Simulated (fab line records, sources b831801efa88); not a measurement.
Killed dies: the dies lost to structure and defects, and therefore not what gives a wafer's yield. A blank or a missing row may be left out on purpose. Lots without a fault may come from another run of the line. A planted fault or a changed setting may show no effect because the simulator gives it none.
2 desks, one fault -- flow sfq line -- only its own numbers are on each desk; what lay behind them is given at the end

## AT THE TOOL OWNER'S DESK: pvd sputter-06
The tool's own readings at SFQ_TRILAYER_JJ_TRILAYER_DEP_SPUTTER_112 (material Nb, target thk 170 nm, time 113.3 s): means of the sampled wafers that have a number, for each lot that ran on this tool. If a lot's mean is further than 4 standard deviations from the usual mean, the lot is out of limits and carries the mark OUT (the distance appears in the brackets).
Columns: A = cathode dc power W at SFQ_TRILAYER_JJ_TRILAYER_DEP_SPUTTER_112, usual 1999.9 W; B = throttle valve pct at SFQ_TRILAYER_JJ_TRILAYER_DEP_SPUTTER_112, usual 30.0 %
lot,first seen here,A,B
L725,day 57 07:11,1999.8,30.8
L728,day 59 01:17,1999.9,30.9
L736,day 62 15:47,1999.8,30.9
L740,day 66 19:08,1999.9,29.9
L742,day 67 01:08,2854.1 (+99 or more) OUT,31.8
L743,day 67 05:56,2854.5 (+99 or more) OUT,30.4
Finding of this desk: L742, L743 out of limits; the first was L742 at day 67 01:08, on cathode dc power W at SFQ_TRILAYER_JJ_TRILAYER_DEP_SPUTTER_112. In limits: L725, L728, L736, L740.

## AT THE METROLOGY DESK
What the gauges read for every lot (on any tool): the sampled wafers with a number, averaged. If a lot's mean is further than 4 standard deviations from the usual mean, the lot is out of limits and carries the mark OUT (the distance appears in the brackets).
Columns: A = JJ_NB_RS at SFQ_JJ_RS_MEAS_929, usual 1.048 ohm/sq
lot,first seen here,A
L725,day 57 07:16,1.054
L727,day 58 18:40,1.061
L728,day 59 01:23,1.031
L729,day 59 08:37,1.053
L730,day 59 15:49,1.050
L731,day 60 15:50,1.045
L732,day 61 02:35,1.052
L735,day 62 10:30,1.061
L736,day 62 15:55,1.045
L739,day 66 15:37,1.061
L740,day 66 19:14,1.030
L742,day 67 01:13,0.727 (-27) OUT
L743,day 67 06:03,0.727 (-27) OUT
L744,day 67 07:15,1.060
Finding of this desk: L742, L743 out of limits, first seen on L742 at day 67 01:13 (JJ_NB_RS at SFQ_JJ_RS_MEAS_929). In limits: L725, L727, L728, L729, L730, L731, L732, L735, L736, L739, L740, L744.

## ALL TOGETHER
The tool owner's desk could have raised an alarm at day 67 01:08, on L742, L743.
At day 67 01:13 the metrology desk could have sounded an alarm, on L742, L743.
Of the lots named, all ran SFQ_TRILAYER_JJ_TRILAYER_DEP_SPUTTER_112 on pvd sputter-06.

## WHAT THE SIMULATOR HAD PUT IN
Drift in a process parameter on pvd sputter-06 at SFQ_TRILAYER_JJ_TRILAYER_DEP_SPUTTER_112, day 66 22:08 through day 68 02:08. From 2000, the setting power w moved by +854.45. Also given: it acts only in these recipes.
Lots struck among those shown: L742, L743.
Counting hours from when the fault started, the first reading out of limits came at 3 for the tool owner's desk and at 3 for the metrology desk.
